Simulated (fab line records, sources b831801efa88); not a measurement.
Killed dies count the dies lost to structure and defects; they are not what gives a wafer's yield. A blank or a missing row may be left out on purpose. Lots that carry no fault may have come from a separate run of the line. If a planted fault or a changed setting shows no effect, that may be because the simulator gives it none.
Which tool was responsible? -- flow sky130 -- 14 lots with 42 wafers sampled at 3 steps, on a route of 708 steps

WHAT THE GAUGES SHOWED, per wafer
SKY_SD_N_RS_MEAS_16: a four-point-probe measurement.
lot,measured,on,SD_N_RS (ohm/sq)
L708,day 28 18:56,filmMetro-02,68.42 68.51 68.43
L709,day 29 03:39,filmMetro-03,68.85 68.80 68.88
L710,day 29 06:58,filmMetro-03,69.06 68.73 68.72
L711,day 29 15:46,filmMetro-01,68.57 68.61 68.48
L713,day 31 01:31,filmMetro-03,68.81 68.84 68.91
L714,day 31 04:03,filmMetro-03,68.78 68.80 68.77
L715,day 31 05:28,filmMetro-03,68.70 68.89 68.81
L717,day 31 13:07,filmMetro-03,69.01 68.79 68.83
L720,day 32 22:28,filmMetro-03,71.58 71.53 71.50 71.49 71.61 71.50
L721,day 33 00:37,filmMetro-01,68.72 68.51 68.53
L722,day 33 11:50,filmMetro-02,71.34 71.26 71.33 71.39 71.35 71.19
L723,day 33 12:02,filmMetro-01,68.62 68.68 68.73
L724,day 33 15:26,filmMetro-01,71.30 71.41 71.44 71.50 71.44 71.42
L729,day 35 14:08,filmMetro-02,68.64 68.46 68.53

SKY_SD_N_RS_MEAS_17: a four-point-probe measurement.
lot,measured,on,SD_P_RS (ohm/sq)
L708,day 28 19:03,filmMetro-02,146.6 147.0 146.9
L709,day 29 03:46,filmMetro-03,147.6 147.9 147.7
L710,day 29 07:05,filmMetro-03,148.1 148.2 147.6
L711,day 29 15:53,filmMetro-01,146.7 146.7 146.4
L713,day 31 01:38,filmMetro-03,147.9 147.3 147.8
L714,day 31 04:10,filmMetro-03,147.3 147.4 147.8
L715,day 31 05:35,filmMetro-03,147.4 147.7 147.9
L717,day 31 13:14,filmMetro-03,148.3 147.7 148.0
L720,day 33 05:16,filmMetro-03,163.3 163.1 163.6 163.5 162.9 163.5
L721,day 33 00:44,filmMetro-01,146.7 147.3 147.0
L722,day 33 14:37,filmMetro-02,162.9 162.8 163.0 163.1 162.6 162.9
L723,day 33 12:09,filmMetro-01,147.2 147.0 147.0
L724,day 33 18:50,filmMetro-01,163.3 163.6 163.8 163.9 163.3 163.8
L729,day 35 14:15,filmMetro-02,147.5 146.9 147.0

WHICH TOOL RAN EACH LOT (tool, then ch and the chambers of the sampled wafers, then the start)
lot,SKY_SD_N_RTA_14
L708,"rtpAnneal-02 ch 0, day 28 18:45"
L709,"rtpAnneal-01 ch 0, day 29 03:28"
L710,"rtpAnneal-02 ch 0, day 29 06:46"
L711,"rtpAnneal-01 ch 0, day 29 15:36"
L713,"rtpAnneal-01 ch 0, day 31 01:19"
L714,"rtpAnneal-02 ch 0, day 31 03:49"
L715,"rtpAnneal-01 ch 0, day 31 05:16"
L717,"rtpAnneal-02 ch 0, day 31 12:55"
L720,"rtpAnneal-02 ch 0, day 32 22:18"
L721,"rtpAnneal-01 ch 0, day 33 00:27"
L722,"rtpAnneal-02 ch 0, day 33 11:36"
L723,"rtpAnneal-01 ch 0, day 33 11:51"
L724,"rtpAnneal-02 ch 0, day 33 15:14"
L729,"rtpAnneal-01 ch 0, day 35 13:58"
- SKY_SD_N_RTA_14: time 2 s.

AS READ BY THE TOOLS THEMSELVES (means over the sampled wafers that have a number; for cases with no such wafer, the mark the record gives instead)
SKY_SD_N_RTA_14.
lot,tool,lampPowerPct (%),wafer_temp_C_max
L708,rtpAnneal-02,15.74,1077.4
L709,rtpAnneal-01,15.76,1077.8
L710,rtpAnneal-02,15.69,1078.3
L711,rtpAnneal-01,15.75,1078.3
L713,rtpAnneal-01,15.76,1078.3
L714,rtpAnneal-02,15.75,1078.2
L715,rtpAnneal-01,15.75,1077.5
L717,rtpAnneal-02,15.74,1077.3
L720,rtpAnneal-02,15.37,1059.4
L721,rtpAnneal-01,15.72,1078.0
L722,rtpAnneal-02,15.45,1061.1
L723,rtpAnneal-01,15.77,1077.7
L724,rtpAnneal-02,15.47,1061.0
L729,rtpAnneal-01,15.69,1077.4

THE ANSWER, worked out from the rows above alone
Rule: the lots themselves supply what counts as usual. Put in order of their means at a reading, lots are off if they are a third of the lots or fewer, leave a main group of 4 or more, and stand apart from it by a gap of 3 or more times the standard deviation of the main group's means; of several such gaps the widest counts. Not used: any main group whose means are identical at the precision the tables above print for the reading. A lot without any number at a reading at which 4 lots or more have one is off too. All remaining lots with rows at the step are treated as sound. Order of review: gauges by route order, followed by the tools' own readings, for which a lot's mean as printed above is used. At the first step where some lot is off, the reading lying furthest off is the one used; lots without a number count as furthest.
Off: L720, L722, L724, seen at SKY_SD_N_RS_MEAS_16 (SD_N_RS). Mean 68.71 ohm/sq and standard deviation 0.14 in the main group.
A tool fits if, at a process step before that reading, it ran every lot that is off, and no sound lot after the first of them. Not tried: the gauges at SKY_SD_N_RS_MEAS_16; whatever is off there is also off at SKY_SD_N_RTA_14, on other tools, and gauge error can't account for it. One fits: rtpAnneal-02 at SKY_SD_N_RTA_14. Its last sound lot is L717 (day 31 12:55), its first lot that is off L720 (day 32 22:18): a fault that began between those two fits.
The tool's own readings at SKY_SD_N_RTA_14 bear it out: on the lots that are off they differ by more than 5 times the standard deviation of the sound lots' means. lampPowerPct reads 15.43 % there against 15.74 % on the sound lots; wafer_temp_C_max reads 1060.5 there against 1077.8 on the sound lots.

WHAT THE SIMULATOR HAD PUT IN
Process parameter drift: rtpAnneal-02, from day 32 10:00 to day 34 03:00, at SKY_SD_N_RTA_14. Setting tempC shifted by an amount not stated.
Lots struck among those shown: L720, L722, L724. This agrees with what the rule above found.
